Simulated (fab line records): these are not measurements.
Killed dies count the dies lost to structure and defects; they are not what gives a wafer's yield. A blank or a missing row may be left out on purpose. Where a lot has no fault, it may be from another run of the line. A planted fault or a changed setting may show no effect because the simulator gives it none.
A lot that was struck, set against a sound lot    flow sky130    18 out of 708 route steps
Sound: the wafers L234.2, L234.3, L234.5. Wafers struck: L225.2, L225.3, L225.6. Last of all comes the cause.
Order at every step that has rows: each side's tool, ch and its chambers, its first start. Under that, the readings that differ: sound wafers    struck wafers    difference of the means    sigmas: that difference in standard deviations of wafers without a fault.
alike: same words and numbers on both sides, and readings whose means sit less than 2 such deviations apart. not compared: any withheld reading, any reading some wafer has no value for, any bound like >300 that may hide the same value, and any number with overlapping values for which the record gives no deviation.
Wherever a step has rows on one side only, a row that says differs or no value, or a row with sigmas, the two part there. When numbers do not overlap yet have no deviation, they are printed without sigmas and do not part them. A reading missing from all wafers of one side parts the sides only when that side holds two or more wafers.

first, 4 steps without rows for these wafers: SKY_PWDE_SOFTBAKE_03; SKY_PWDE_EXPOSE_04 (exposes mask PWDEM, target cd 840 nm); SKY_PWDE_PEB_05; SKY_PWDE_DEVELOP_06 (develop time 60 s).
SKY_PWDE_OVL_MEAS_07:
  sound on overlay-02 at day 8 03:57; struck on overlay-01 at day 5 21:43
  alike: PWDE_OVL
then, 1 step without rows for these wafers: SKY_PWDE_IMPLANT_08.
SKY_PWDE_STRIP_09: strips in O2/N2.
  sound on plasma asher-02 ch 0,1, day 8 04:08; struck on plasma asher-03 ch 0, day 5 21:54
  alike: drypump motor current A, oes product au, strip time to endpoint s
  not compared: rf hours counter h
SKY_PWDE_TW_MEAS_10:
  sound on film metro-04 at day 8 04:14; struck on film metro-01 at day 5 22:01
  alike: PWDE_TW
then, 4 steps without rows for these wafers: SKY_NWELL_DEHYDRATE_03 (time 60 s); SKY_NWELL_HMDS_04 (prime time 60 s); SKY_NWELL_COAT_05 (resist thk 3000 nm); SKY_NWELL_SOFTBAKE_06.
SKY_NWELL_EXPOSE_07: exposes mask NWM, target cd 840 nm.
  sound on iline stepper-01 ch 0, day 8 14:29; struck on iline stepper-02 ch 0, day 6 07:54
reading                        sound                    struck             difference  sigmas
model.NWELL.overlay x nm (nm)  0.04351 0.04351 0.04351  141.2 141.2 141.2  +141.2      
  alike: mask
then, 2 steps without rows for these wafers: SKY_NWELL_PEB_08; SKY_NWELL_DEVELOP_09 (develop time 60 s).
SKY_NWELL_OVL_MEAS_10:
  sound on overlay-01 at day 9 01:08; struck on overlay-01 at day 6 16:55
reading            sound          struck             difference  sigmas
NWELL_00_OVL (nm)  0.9 -0.5 -1.3  141.4 139.8 142.2  +141.4      +99 or more
then, 1 step without rows for these wafers: SKY_NWELL_IMPLANT_11.
-- the record jumps here: 41 days lie between the struck wafers' starts before and after (it left off in module NWELL and takes up again in module PAD_OPEN, whose first step shown is number 708 of the route) --
SKY_PAD_OPEN_PROBE_99:
  sound on prober-02 at day 50 01:50; struck on prober-01 at day 48 04:44
reading                           sound                          struck                         difference  sigmas
model.etest.pfet_16v.r on ohm um  1.525e+04 1.542e+04 1.524e+04  1.831e+04 1.86e+04 1.799e+04   +2.997e+03  
model.etest.nfet_16v.r on ohm um  1.403e+04 1.4e+04 1.398e+04    1.669e+04 1.686e+04 1.654e+04  +2.693e+03  
model.etest.pfet_16v.drive ua um  247.6 246.3 249.4              191.7 189.2 195.7              -55.6       
model.etest.nfet_16v.drive ua um  221.7 225.7 222.6              201.7 197.8 204.1              -22.1       
  alike: killed_at_M0_to_M3, killed_at_M4_up, killed at contacts, killed at front end, killed at other, killed dies, killed open, killed short
  not compared: model.etest.sram nfet pass.off log10 a um

== WHERE THEY PART ==
Only at SKY_NWELL_OVL_MEAS_10, as far as this record shows. Later steps at which nothing parts them and some readings are alike: SKY_PAD_OPEN_PROBE_99.

WHY: the cause the simulator had injected
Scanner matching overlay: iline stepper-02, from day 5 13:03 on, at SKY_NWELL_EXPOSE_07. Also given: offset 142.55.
